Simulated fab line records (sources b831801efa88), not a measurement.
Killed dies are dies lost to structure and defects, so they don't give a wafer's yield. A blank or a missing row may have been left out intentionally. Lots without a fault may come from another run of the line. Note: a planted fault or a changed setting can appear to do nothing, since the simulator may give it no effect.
fab line records ; flow gf180mcu
[record] lots = 24; wafers = 72; lastDay = 34
route steps=602 shown STI@1 CONTACT@290 V2@398 M3@423 V3@430 MIM@513
lots that met no fault: from a run of the same line without faults
startH: hours from the record's opening day to when the first of the lot's shown wafers began ; waitH: time in hours since the lot's previous step ; " identical to the entry in the row above ; L1.1+2: a single row standing in for several wafers ; - no value, or no start was given ; * or withheld: withheld ; < > ~ a bound
route shown NAME@n: a module of which the file shows steps, and the number in the route of the first ; usual: mean/standard deviation of fault-free wafers ; same: alike in all rows ; chamber/n: place in a boat ; sites: per-site readings ; _std_site: the standard deviation of these ; _edge_site: mean of outer sites minus mean of inner sites ; radiusMm: how far each site lies from the wafer's centre ; mask NAME#n: copy n ; behind: the last tool/chamber to shape the wafer ; hold: why the lot went on hold/how many hours it stayed there/how the hold came to an end ; device: which transistor (n, p or np) failed to switch ; end of line: the route-end tests of the same wafers ; a step with no rows: only its recipe ; killed: dies that structure and defects cost at the first sort, which is not the same as the wafer's yield ; map: per-die view of a wafer (x killed, . not killed, _ where there is no die)
set.NAME: the run value of the setting; set.NAME@STEP: its run value at that earlier step ; model.NAME: the simulator's own value behind a step, which no gauge read
a sample of lots followed through the steps of the route, with each step as a table and each wafer as a row
services: when a tool's chamber went out of use (startH, in hours from the record's first day, below 0 if earlier), for how many hours, and the reason
[[steps]]
[step GF_STI_BOW_MEAS_00]
[recipe] mode = bow
[usual] INCOMING_BOW = -1/6.8
lot.wafer;tool;chamber;startH;waitH;INCOMING_BOW[um]
L074.1;filmMetro-01;-;10.00;-;2
L074.4;filmMetro-01;-;10.00;-;-14
L074.6;filmMetro-01;-;10.00;-;6
L075.1;filmMetro-01;-;15.00;-;1
L075.5;filmMetro-01;-;15.00;-;9
L075.6;filmMetro-01;-;15.00;-;8
L076.1;filmMetro-02;-;20.00;-;6
L076.4;filmMetro-02;-;20.00;-;-13
L076.5;filmMetro-02;-;20.00;-;-2
L077.1;filmMetro-02;-;25.00;-;-3
L077.3;filmMetro-02;-;25.00;-;-5
L077.4;filmMetro-02;-;25.00;-;6
L078.1;filmMetro-03;-;30.00;-;-1
L078.5;filmMetro-03;-;30.00;-;-5
L078.6;filmMetro-03;-;30.00;-;1
L079.2;filmMetro-03;-;35.02;-;-4
L079.5;filmMetro-03;-;35.02;-;1
L079.6;filmMetro-03;-;35.02;-;-6
L080.1;filmMetro-02;-;40.00;-;-2
L080.5;filmMetro-02;-;40.00;-;0
L080.6;filmMetro-02;-;40.00;-;-3
L081.2;filmMetro-02;-;45.02;-;-7
L081.4;filmMetro-02;-;45.02;-;3
L081.5;filmMetro-02;-;45.02;-;-17
L082.4;filmMetro-02;-;50.06;-;5
L082.5;filmMetro-02;-;50.06;-;9
L082.6;filmMetro-02;-;50.06;-;-5
L083.2;filmMetro-03;-;55.02;-;10
L083.3;filmMetro-03;-;55.02;-;-12
L083.6;filmMetro-03;-;55.02;-;-4
L084.3;filmMetro-02;-;60.04;-;4
L084.4;filmMetro-02;-;60.04;-;3
L084.6;filmMetro-02;-;60.04;-;0
L085.3;filmMetro-01;-;65.04;-;-1
L085.4;filmMetro-01;-;65.04;-;-2
L085.5;filmMetro-01;-;65.04;-;-7
L086.1;filmMetro-03;-;70.00;-;-1
L086.3;filmMetro-03;-;70.00;-;0
L086.4;filmMetro-03;-;70.00;-;0
L087.1;filmMetro-03;-;75.00;-;-4
L087.3;filmMetro-03;-;75.00;-;0
L087.4;filmMetro-03;-;75.00;-;-8
L088.2;filmMetro-02;-;80.02;-;-9
L088.4;filmMetro-02;-;80.02;-;-4
L088.6;filmMetro-02;-;80.02;-;-4
L089.1;filmMetro-03;-;85.00;-;12
L089.4;filmMetro-03;-;85.00;-;-11
L089.6;filmMetro-03;-;85.00;-;2
L090.2;filmMetro-03;-;90.02;-;13
L090.4;filmMetro-03;-;90.02;-;0
L090.5;filmMetro-03;-;90.02;-;-6
L091.1;filmMetro-02;-;95.00;-;-5
L091.3;filmMetro-02;-;95.00;-;3
L091.5;filmMetro-02;-;95.00;-;-7
L092.2;filmMetro-02;-;100.02;-;1
L092.3;filmMetro-02;-;100.02;-;8
L092.5;filmMetro-02;-;100.02;-;1
L093.1;filmMetro-02;-;105.00;-;-3
L093.2;filmMetro-02;-;105.00;-;-8
L093.4;filmMetro-02;-;105.00;-;9
L094.2;filmMetro-02;-;110.02;-;-8
L094.3;filmMetro-02;-;110.02;-;-6
L094.4;filmMetro-02;-;110.02;-;-8
L095.1;filmMetro-02;-;115.00;-;4
L095.3;filmMetro-02;-;115.00;-;-8
L095.6;filmMetro-02;-;115.00;-;-3
L096.2;filmMetro-03;-;120.02;-;-12
L096.3;filmMetro-03;-;120.02;-;-4
L096.4;filmMetro-03;-;120.02;-;7
L097.1;filmMetro-02;-;125.00;-;1
L097.2;filmMetro-02;-;125.00;-;7
L097.5;filmMetro-02;-;125.00;-;13
[step GF_CONTACT_THK_MEAS_03]
[recipe] reads = SiO2_of_CONTACT_CVD_02
[usual] CONTACT_CVD_02_THK = 856/11
lot.wafer;tool;chamber;startH;waitH;CONTACT_CVD_02_THK[nm]
L074.1;filmMetro-01;-;336.90;0.0;864
L074.4;filmMetro-01;-;336.90;0.0;876
L074.6;filmMetro-01;-;336.90;0.0;884
L075.1;filmMetro-03;-;347.40;0.0;856
L075.5;filmMetro-03;-;347.40;0.0;859
L075.6;filmMetro-03;-;347.40;0.0;862
L076.1;filmMetro-03;-;355.47;0.0;861
L076.4;filmMetro-03;-;355.47;0.0;864
L076.5;filmMetro-03;-;355.47;0.0;877
L077.1;filmMetro-03;-;363.88;0.0;851
L077.3;filmMetro-03;-;363.88;0.0;848
L077.4;filmMetro-03;-;363.88;0.0;869
L078.1;filmMetro-04;-;372.44;0.0;852
L078.5;filmMetro-04;-;372.44;0.0;853
L078.6;filmMetro-04;-;372.44;0.0;864
L079.2;filmMetro-01;-;383.62;0.0;835
L079.5;filmMetro-01;-;383.62;0.0;848
L079.6;filmMetro-01;-;383.62;0.0;850
L080.1;filmMetro-04;-;391.50;0.0;843
L080.5;filmMetro-04;-;391.50;0.0;866
L080.6;filmMetro-04;-;391.50;0.0;848
L081.2;filmMetro-04;-;401.88;0.0;832
L081.4;filmMetro-04;-;401.88;0.0;846
L081.5;filmMetro-04;-;401.88;0.0;849
L082.4;filmMetro-01;-;411.45;0.0;873
L082.5;filmMetro-01;-;411.45;0.0;884
L082.6;filmMetro-01;-;411.45;0.0;860
L083.2;filmMetro-04;-;422.96;0.0;835
L083.3;filmMetro-04;-;422.96;0.0;847
L083.6;filmMetro-04;-;422.96;0.0;853
L084.3;filmMetro-01;-;426.85;0.1;856
L084.4;filmMetro-01;-;426.85;0.1;863
L084.6;filmMetro-01;-;426.85;0.1;870
L085.3;filmMetro-03;-;434.70;0.1;840
L085.4;filmMetro-03;-;434.70;0.1;846
L085.5;filmMetro-03;-;434.70;0.1;862
L086.1;filmMetro-03;-;446.87;0.0;854
L086.3;filmMetro-03;-;446.87;0.0;856
L086.4;filmMetro-03;-;446.87;0.0;870
L087.1;filmMetro-04;-;454.34;0.0;851
L087.3;filmMetro-04;-;454.34;0.0;842
L087.4;filmMetro-04;-;454.34;0.0;855
L088.2;filmMetro-01;-;462.69;0.0;850
L088.4;filmMetro-01;-;462.69;0.0;866
L088.6;filmMetro-01;-;462.69;0.0;870
L089.1;filmMetro-04;-;473.33;0.0;847
L089.4;filmMetro-04;-;473.33;0.0;865
L089.6;filmMetro-04;-;473.33;0.0;872
L090.2;filmMetro-01;-;479.04;0.0;856
L090.4;filmMetro-01;-;479.04;0.0;864
L090.5;filmMetro-01;-;479.04;0.0;872
L091.1;filmMetro-03;-;490.47;0.0;857
L091.3;filmMetro-03;-;490.47;0.0;861
L091.5;filmMetro-03;-;490.47;0.0;873
L092.2;filmMetro-03;-;495.34;0.0;854
L092.3;filmMetro-03;-;495.34;0.0;847
L092.5;filmMetro-03;-;495.34;0.0;866
L093.1;filmMetro-04;-;505.82;0.1;834
L093.2;filmMetro-04;-;505.82;0.1;845
L093.4;filmMetro-04;-;505.82;0.1;869
L094.2;filmMetro-04;-;513.44;0.0;857
L094.3;filmMetro-04;-;513.44;0.0;838
L094.4;filmMetro-04;-;513.44;0.0;868
L095.1;filmMetro-01;-;519.31;0.0;846
L095.3;filmMetro-01;-;519.31;0.0;852
L095.6;filmMetro-01;-;519.31;0.0;865
L096.2;filmMetro-01;-;529.54;0.0;850
L096.3;filmMetro-01;-;529.54;0.0;842
L096.4;filmMetro-01;-;529.54;0.0;868
L097.1;filmMetro-04;-;535.99;0.0;851
L097.2;filmMetro-04;-;535.99;0.0;851
L097.5;filmMetro-04;-;535.99;0.0;857
[step GF_V2_ETCH_16]
[recipe] chemistry = N2/H2; targetDepthA = withheld; overetchA = withheld; timeS = withheld; target = BARC; ionEnergyEv = 200; sourceW = 500; biasW = 100; pressureMtorr = 30; n2FlowSccm = 100; h2FlowSccm = 200
[usual] drypumpMotorCurrentA = 5.53/0.25; oesProductAu = 0.855/0.0044; throttleValvePct = 13.226/0.0088
lot.wafer;tool;chamber;startH;waitH;drypumpMotorCurrentA;oesProductAu;throttleValvePct
L074.1;rieDiel-04;0;459.33;0.0;5.55;0.864;13.213
L074.4;rieDiel-04;1;459.33;0.0;4.82;0.845;13.235
L074.6;rieDiel-04;1;459.33;0.0;4.80;0.853;13.246
L075.1;rieDiel-04;3;470.53;0.0;5.47;0.852;13.223
L075.5;rieDiel-04;3;470.53;0.0;5.48;0.846;13.213
L075.6;rieDiel-04;0;470.53;0.0;5.55;0.845;13.240
L076.1;rieDiel-02;3;479.63;0.0;5.72;0.852;13.231
L076.4;rieDiel-02;0;479.63;0.0;5.42;0.853;13.232
L076.5;rieDiel-02;2;479.63;0.0;5.62;0.857;13.222
L077.1;rieDiel-02;0;488.74;0.0;5.44;0.856;13.225
L077.3;rieDiel-02;3;488.74;0.0;5.73;0.858;13.222
L077.4;rieDiel-02;2;488.74;0.0;5.64;0.858;13.220
L078.1;rieDiel-04;0;496.74;0.0;5.59;0.861;13.216
L078.5;rieDiel-04;3;496.74;0.0;5.50;0.855;13.228
L078.6;rieDiel-04;0;496.74;0.0;5.58;0.854;13.215
L079.2;rieDiel-03;3;507.99;0.0;5.56;0.849;13.246
L079.5;rieDiel-03;2;507.99;0.0;5.64;0.862;13.224
L079.6;rieDiel-03;1;507.99;0.0;5.52;0.862;13.216
L080.1;rieDiel-03;0;516.14;0.0;5.24;0.851;13.231
L080.5;rieDiel-03;2;516.14;0.0;5.63;0.858;13.232
L080.6;rieDiel-03;1;516.14;0.0;5.49;0.857;13.213
L081.2;rieDiel-03;0;526.88;0.0;5.20;0.856;13.229
L081.4;rieDiel-03;3;526.88;0.0;5.51;0.852;13.218
L081.5;rieDiel-03;2;526.88;0.0;5.64;0.850;13.231
L082.4;rieDiel-02;3;534.66;0.0;5.72;0.855;13.215
L082.5;rieDiel-02;2;534.66;0.0;5.64;0.855;13.231
L082.6;rieDiel-02;0;534.66;0.0;5.46;0.855;13.217
L083.2;rieDiel-02;3;546.04;0.0;5.73;0.862;13.219
L083.3;rieDiel-02;0;546.04;0.0;5.41;0.857;13.220
L083.6;rieDiel-02;1;546.04;0.0;5.61;0.855;13.226
L084.3;rieDiel-04;2;550.54;0.0;5.95;0.863;13.223
L084.4;rieDiel-04;1;550.54;0.0;4.77;0.847;13.224
L084.6;rieDiel-04;3;550.54;0.0;5.49;0.856;13.216
L085.3;rieDiel-02;2;557.23;0.0;5.63;0.860;13.215
L085.4;rieDiel-02;0;557.23;0.0;5.43;0.849;13.222
L085.5;rieDiel-02;1;557.23;0.0;5.59;0.853;13.216
L086.1;rieDiel-04;1;568.93;0.0;4.78;0.847;13.224
L086.3;rieDiel-04;2;568.93;0.0;5.96;0.850;13.224
L086.4;rieDiel-04;3;568.93;0.0;5.48;0.855;13.218
L087.1;rieDiel-02;3;576.83;0.0;5.75;0.856;13.228
L087.3;rieDiel-02;0;576.83;0.0;5.42;0.856;13.209
L087.4;rieDiel-02;2;576.83;0.0;5.67;0.851;13.229
L088.2;rieDiel-03;0;583.28;0.0;5.24;0.855;13.239
L088.4;rieDiel-03;2;583.28;0.0;5.67;0.855;13.215
L088.6;rieDiel-03;0;583.28;0.0;5.24;0.851;13.236
L089.1;rieDiel-02;0;592.73;0.0;5.43;0.853;13.235
L089.4;rieDiel-02;3;592.73;0.0;5.71;0.852;13.225
L089.6;rieDiel-02;3;592.73;0.0;5.71;0.855;13.226
L090.2;rieDiel-03;0;598.58;0.0;5.23;0.854;13.227
L090.4;rieDiel-03;3;598.58;0.0;5.58;0.851;13.234
L090.5;rieDiel-03;2;598.58;0.0;5.67;0.861;13.234
L091.1;rieDiel-03;3;608.08;0.0;5.51;0.857;13.227
L091.3;rieDiel-03;0;608.08;0.0;5.24;0.849;13.226
L091.5;rieDiel-03;1;608.08;0.0;5.50;0.858;13.229
L092.2;rieDiel-02;3;614.23;0.0;5.73;0.863;13.227
L092.3;rieDiel-02;0;614.23;0.0;5.42;0.859;13.231
L092.5;rieDiel-02;1;614.23;0.0;5.62;0.853;13.232
L093.1;rieDiel-03;3;621.54;0.0;5.56;0.849;13.239
L093.2;rieDiel-03;2;621.54;0.0;5.66;0.858;13.237
L093.4;rieDiel-03;0;621.54;0.0;5.24;0.853;13.228
L094.2;rieDiel-02;0;629.49;0.0;5.46;0.858;13.221
L094.3;rieDiel-02;1;629.49;0.0;5.60;0.850;13.243
L094.4;rieDiel-02;3;629.49;0.0;5.72;0.852;13.233
L095.1;rieDiel-02;0;631.98;0.0;5.44;0.855;13.226
L095.3;rieDiel-02;3;631.98;0.0;5.74;0.852;13.210
L095.6;rieDiel-02;3;631.98;0.0;5.76;0.857;13.230
L096.2;rieDiel-02;0;643.18;0.0;5.42;0.845;13.228
L096.3;rieDiel-02;2;643.18;0.0;5.58;0.857;13.223
L096.4;rieDiel-02;0;643.18;0.0;5.41;0.848;13.236
L097.1;rieDiel-04;3;649.08;0.0;5.45;0.859;13.233
L097.2;rieDiel-04;2;649.08;0.0;5.96;0.853;13.214
L097.5;rieDiel-04;1;649.08;0.0;4.80;0.859;13.232
[step GF_M3_CD_MEAS_14]
[recipe] targetCdNm = 280
[usual] cdNm = 280.2/1.1
lot.wafer;tool;chamber;startH;waitH;cdNm
L074.1;cdSem-01;-;484.62;0.1;280.2
L074.4;cdSem-01;-;484.62;0.1;280.6
L074.6;cdSem-01;-;484.62;0.1;281.6
L075.1;cdSem-01;-;495.97;0.1;280.4
L075.5;cdSem-01;-;495.97;0.1;280.4
L075.6;cdSem-01;-;495.97;0.1;280.5
L076.1;cdSem-02;-;505.22;0.1;279.8
L076.4;cdSem-02;-;505.22;0.1;280.8
L076.5;cdSem-02;-;505.22;0.1;279.3
L077.1;cdSem-02;-;513.72;0.1;278.1
L077.3;cdSem-02;-;513.72;0.1;280.5
L077.4;cdSem-02;-;513.72;0.1;280.1
L078.1;cdSem-01;-;521.52;0.1;280.4
L078.5;cdSem-01;-;521.52;0.1;279.7
L078.6;cdSem-01;-;521.52;0.1;280.7
L079.2;cdSem-01;-;532.54;0.1;282.1
L079.5;cdSem-01;-;532.54;0.1;281.3
L079.6;cdSem-01;-;532.54;0.1;279.9
L080.1;cdSem-01;-;539.97;0.1;280.5
L080.5;cdSem-01;-;539.97;0.1;281.5
L080.6;cdSem-01;-;539.97;0.1;280.6
L081.2;cdSem-02;-;551.04;0.1;280.7
L081.4;cdSem-02;-;551.04;0.1;281.3
L081.5;cdSem-02;-;551.04;0.1;281.3
L082.4;cdSem-01;-;557.98;0.1;281.8
L082.5;cdSem-01;-;557.98;0.1;282.7
L082.6;cdSem-01;-;557.98;0.1;283.2
L083.2;cdSem-01;-;569.09;0.1;279.2
L083.3;cdSem-01;-;569.09;0.1;279.8
L083.6;cdSem-01;-;569.09;0.1;280.1
L084.3;cdSem-02;-;575.51;0.1;280.1
L084.4;cdSem-02;-;575.51;0.1;278.3
L084.6;cdSem-02;-;575.51;0.1;279.7
L085.3;cdSem-02;-;580.91;0.1;278.1
L085.4;cdSem-02;-;580.91;0.1;279.5
L085.5;cdSem-02;-;580.91;0.1;280.9
L086.1;cdSem-01;-;592.22;0.1;278.5
L086.3;cdSem-01;-;592.22;0.1;280.1
L086.4;cdSem-01;-;592.22;0.1;280.2
L087.1;cdSem-02;-;600.02;0.1;279.2
L087.3;cdSem-02;-;600.02;0.1;278.6
L087.4;cdSem-02;-;600.02;0.1;279.5
L088.2;cdSem-01;-;606.64;0.1;277.1
L088.4;cdSem-01;-;606.64;0.1;278.4
L088.6;cdSem-01;-;606.64;0.1;278.5
L089.1;cdSem-01;-;615.12;0.1;280.9
L089.4;cdSem-01;-;615.12;0.1;280.7
L089.6;cdSem-01;-;615.12;0.1;281.2
L090.2;cdSem-01;-;620.53;0.2;280.0
L090.4;cdSem-01;-;620.53;0.2;278.6
L090.5;cdSem-01;-;620.53;0.2;278.8
L091.1;cdSem-01;-;629.62;0.1;281.5
L091.3;cdSem-01;-;629.62;0.1;281.8
L091.5;cdSem-01;-;629.62;0.1;280.6
L092.2;cdSem-01;-;636.04;0.1;280.3
L092.3;cdSem-01;-;636.04;0.1;280.6
L092.5;cdSem-01;-;636.04;0.1;280.7
L093.1;cdSem-02;-;643.32;0.1;279.9
L093.2;cdSem-02;-;643.32;0.1;278.8
L093.4;cdSem-02;-;643.32;0.1;278.9
L094.2;cdSem-02;-;651.39;0.1;279.5
L094.3;cdSem-02;-;651.39;0.1;280.5
L094.4;cdSem-02;-;651.39;0.1;280.4
L095.1;cdSem-02;-;652.92;0.1;280.5
L095.3;cdSem-02;-;652.92;0.1;280.5
L095.6;cdSem-02;-;652.92;0.1;280.4
L096.2;cdSem-02;-;664.34;0.1;278.8
L096.3;cdSem-02;-;664.34;0.1;278.7
L096.4;cdSem-02;-;664.34;0.1;279.3
L097.1;cdSem-01;-;669.82;0.1;282.2
L097.2;cdSem-01;-;669.82;0.1;282.1
L097.5;cdSem-01;-;669.82;0.1;281.0
[step GF_V3_THK_MEAS_01]
[recipe] reads = SiO2_of_V3_CVD_00
[usual] V3_CVD_00_THK = 599/6.5
lot.wafer;tool;chamber;startH;waitH;V3_CVD_00_THK[nm]
L074.1;filmMetro-01;-;485.54;0.0;595
L074.4;filmMetro-01;-;485.54;0.0;600
L074.6;filmMetro-01;-;485.54;0.0;601
L075.1;filmMetro-03;-;496.86;0.0;606
L075.5;filmMetro-03;-;496.86;0.0;610
L075.6;filmMetro-03;-;496.86;0.0;596
L076.1;filmMetro-02;-;506.15;0.0;598
L076.4;filmMetro-02;-;506.15;0.0;609
L076.5;filmMetro-02;-;506.15;0.0;602
L077.1;filmMetro-03;-;514.61;0.0;606
L077.3;filmMetro-03;-;514.61;0.0;599
L077.4;filmMetro-03;-;514.61;0.0;601
L078.1;filmMetro-01;-;522.41;0.0;609
L078.5;filmMetro-01;-;522.41;0.0;602
L078.6;filmMetro-01;-;522.41;0.0;610
L079.2;filmMetro-03;-;533.42;0.0;599
L079.5;filmMetro-03;-;533.42;0.0;592
L079.6;filmMetro-03;-;533.42;0.0;593
L080.1;filmMetro-03;-;540.89;0.0;602
L080.5;filmMetro-03;-;540.89;0.0;603
L080.6;filmMetro-03;-;540.89;0.0;591
L081.2;filmMetro-03;-;551.93;0.0;589
L081.4;filmMetro-03;-;551.93;0.0;587
L081.5;filmMetro-03;-;551.93;0.0;588
L082.4;filmMetro-03;-;559.19;0.0;584
L082.5;filmMetro-03;-;559.19;0.0;582
L082.6;filmMetro-03;-;559.19;0.0;587
L083.2;filmMetro-02;-;570.10;0.0;601
L083.3;filmMetro-02;-;570.10;0.0;602
L083.6;filmMetro-02;-;570.10;0.0;598
L084.3;filmMetro-02;-;576.87;0.1;614
L084.4;filmMetro-02;-;576.87;0.1;605
L084.6;filmMetro-02;-;576.87;0.1;613
L085.3;filmMetro-01;-;582.12;0.1;595
L085.4;filmMetro-01;-;582.12;0.1;591
L085.5;filmMetro-01;-;582.12;0.1;593
L086.1;filmMetro-02;-;593.12;0.0;593
L086.3;filmMetro-02;-;593.12;0.0;606
L086.4;filmMetro-02;-;593.12;0.0;598
L087.1;filmMetro-01;-;600.98;0.0;593
L087.3;filmMetro-01;-;600.98;0.0;591
L087.4;filmMetro-01;-;600.98;0.0;593
L088.2;filmMetro-02;-;607.54;0.0;602
L088.4;filmMetro-02;-;607.54;0.0;600
L088.6;filmMetro-02;-;607.54;0.0;604
L089.1;filmMetro-02;-;616.14;0.0;587
L089.4;filmMetro-02;-;616.14;0.0;592
L089.6;filmMetro-02;-;616.14;0.0;599
L090.2;filmMetro-02;-;621.41;0.0;601
L090.4;filmMetro-02;-;621.41;0.0;601
L090.5;filmMetro-02;-;621.41;0.0;598
L091.1;filmMetro-02;-;630.64;0.0;596
L091.3;filmMetro-02;-;630.64;0.0;610
L091.5;filmMetro-02;-;630.64;0.0;600
L092.2;filmMetro-02;-;637.05;0.0;594
L092.3;filmMetro-02;-;637.05;0.0;600
L092.5;filmMetro-02;-;637.05;0.0;605
L093.1;filmMetro-02;-;644.21;0.0;594
L093.2;filmMetro-02;-;644.21;0.0;594
L093.4;filmMetro-02;-;644.21;0.0;592
L094.2;filmMetro-01;-;652.27;0.0;600
L094.3;filmMetro-01;-;652.27;0.0;605
L094.4;filmMetro-01;-;652.27;0.0;601
L095.1;filmMetro-03;-;653.81;0.0;597
L095.3;filmMetro-03;-;653.81;0.0;602
L095.6;filmMetro-03;-;653.81;0.0;599
L096.2;filmMetro-01;-;665.22;0.0;601
L096.3;filmMetro-01;-;665.22;0.0;599
L096.4;filmMetro-01;-;665.22;0.0;608
L097.1;filmMetro-02;-;670.79;0.0;602
L097.2;filmMetro-02;-;670.79;0.0;608
L097.5;filmMetro-02;-;670.79;0.0;602
[step GF_MIM_RS_MEAS_10]
[recipe] thkMeasGauge = four-point-probe; reads = TiN_of_MIM_SPUTTER_09+AlCu_of_MIM_SPUTTER_08+TiN_of_MIM_SPUTTER_07
[usual] MIM_ALCU_RS = 0.1604/0.0015
lot.wafer;tool;chamber;startH;waitH;MIM_ALCU_RS[ohm/sq]
L074.1;filmMetro-01;-;558.87;0.0;0.1603
L074.4;filmMetro-01;-;558.87;0.0;0.1617
L074.6;filmMetro-01;-;558.87;0.0;0.1643
L075.1;filmMetro-01;-;569.60;0.0;0.1594
L075.5;filmMetro-01;-;569.60;0.0;0.1604
L075.6;filmMetro-01;-;569.60;0.0;0.1612
L076.1;filmMetro-02;-;579.14;0.0;0.1615
L076.4;filmMetro-02;-;579.14;0.0;0.1611
L076.5;filmMetro-02;-;579.14;0.0;0.1618
L077.1;filmMetro-02;-;587.91;0.0;0.1612
L077.3;filmMetro-02;-;587.91;0.0;0.1621
L077.4;filmMetro-02;-;587.91;0.0;0.1605
L078.1;filmMetro-02;-;594.90;0.0;0.1603
L078.5;filmMetro-02;-;594.90;0.0;0.1612
L078.6;filmMetro-02;-;594.90;0.0;0.1605
L079.2;filmMetro-02;-;604.78;0.0;0.1585
L079.5;filmMetro-02;-;604.78;0.0;0.1581
L079.6;filmMetro-02;-;604.78;0.0;0.1592
L080.1;filmMetro-02;-;610.44;0.0;0.1603
L080.5;filmMetro-02;-;610.44;0.0;0.1605
L080.6;filmMetro-02;-;610.44;0.0;0.1628
L081.2;filmMetro-02;-;620.21;0.0;0.1578
L081.4;filmMetro-02;-;620.21;0.0;0.1572
L081.5;filmMetro-02;-;620.21;0.0;0.1583
L082.4;filmMetro-02;-;627.24;0.1;0.1606
L082.5;filmMetro-02;-;627.24;0.1;0.1613
L082.6;filmMetro-02;-;627.24;0.1;0.1609
L083.2;filmMetro-01;-;638.37;0.0;0.1614
L083.3;filmMetro-01;-;638.37;0.0;0.1587
L083.6;filmMetro-01;-;638.37;0.0;0.1615
L084.3;filmMetro-04;-;642.79;0.1;0.1598
L084.4;filmMetro-04;-;642.79;0.1;0.1619
L084.6;filmMetro-04;-;642.79;0.1;0.1601
L085.3;filmMetro-04;-;649.55;0.1;0.1624
L085.4;filmMetro-04;-;649.55;0.1;0.1611
L085.5;filmMetro-04;-;649.55;0.1;0.1608
L086.1;filmMetro-02;-;660.87;0.0;0.1606
L086.3;filmMetro-02;-;660.87;0.0;0.1611
L086.4;filmMetro-02;-;660.87;0.0;0.1609
L087.1;filmMetro-01;-;668.51;0.0;0.1610
L087.3;filmMetro-01;-;668.51;0.0;0.1603
L087.4;filmMetro-01;-;668.51;0.0;0.1592
L088.2;filmMetro-04;-;673.39;0.0;0.1595
L088.4;filmMetro-04;-;673.39;0.0;0.1583
L088.6;filmMetro-04;-;673.39;0.0;0.1579
L089.1;filmMetro-02;-;682.56;0.0;0.1587
L089.4;filmMetro-02;-;682.56;0.0;0.1604
L089.6;filmMetro-02;-;682.56;0.0;0.1605
L090.2;filmMetro-04;-;684.80;0.0;0.1628
L090.4;filmMetro-04;-;684.80;0.0;0.1620
L090.5;filmMetro-04;-;684.80;0.0;0.1617
L091.1;filmMetro-04;-;695.02;0.0;0.1583
L091.3;filmMetro-04;-;695.02;0.0;0.1599
L091.5;filmMetro-04;-;695.02;0.0;0.1574
L092.2;filmMetro-01;-;700.55;0.0;0.1589
L092.3;filmMetro-01;-;700.55;0.0;0.1586
L092.5;filmMetro-01;-;700.55;0.0;0.1582
L093.1;filmMetro-01;-;705.34;0.0;0.1592
L093.2;filmMetro-01;-;705.34;0.0;0.1595
L093.4;filmMetro-01;-;705.34;0.0;0.1601
L094.2;filmMetro-04;-;714.30;0.2;0.1626
L094.3;filmMetro-04;-;714.30;0.2;0.1627
L094.4;filmMetro-04;-;714.30;0.2;0.1632
L095.1;filmMetro-04;-;715.54;0.0;0.1590
L095.3;filmMetro-04;-;715.54;0.0;0.1599
L095.6;filmMetro-04;-;715.54;0.0;0.1601
L096.2;filmMetro-04;-;726.93;0.3;0.1609
L096.3;filmMetro-04;-;726.93;0.3;0.1620
L096.4;filmMetro-04;-;726.93;0.3;0.1612
L097.1;filmMetro-04;-;731.74;0.0;0.1592
L097.2;filmMetro-04;-;731.74;0.0;0.1617
L097.5;filmMetro-04;-;731.74;0.0;0.1615
[[services]]
tool;chamber;startH;hours;kind
rieDiel-02;1;449.69;13.8;repair
rieDiel-03;-;464.93;2.8;pm
rieDiel-02;1;526.72;16.2;repair
rieDiel-03;3;551.67;1.9;repair
rieDiel-03;2;554.27;19.0;repair
rieDiel-04;3;570.38;5.1;repair
rieDiel-04;0;602.07;115.4;repair
rieDiel-03;1;620.07;8.1;repair
rieDiel-02;1;633.01;-;clean
rieDiel-02;1;633.01;18.5;scheduledDown
rieDiel-02;1;633.01;18.5;ventCycle
[[key]]
fault none
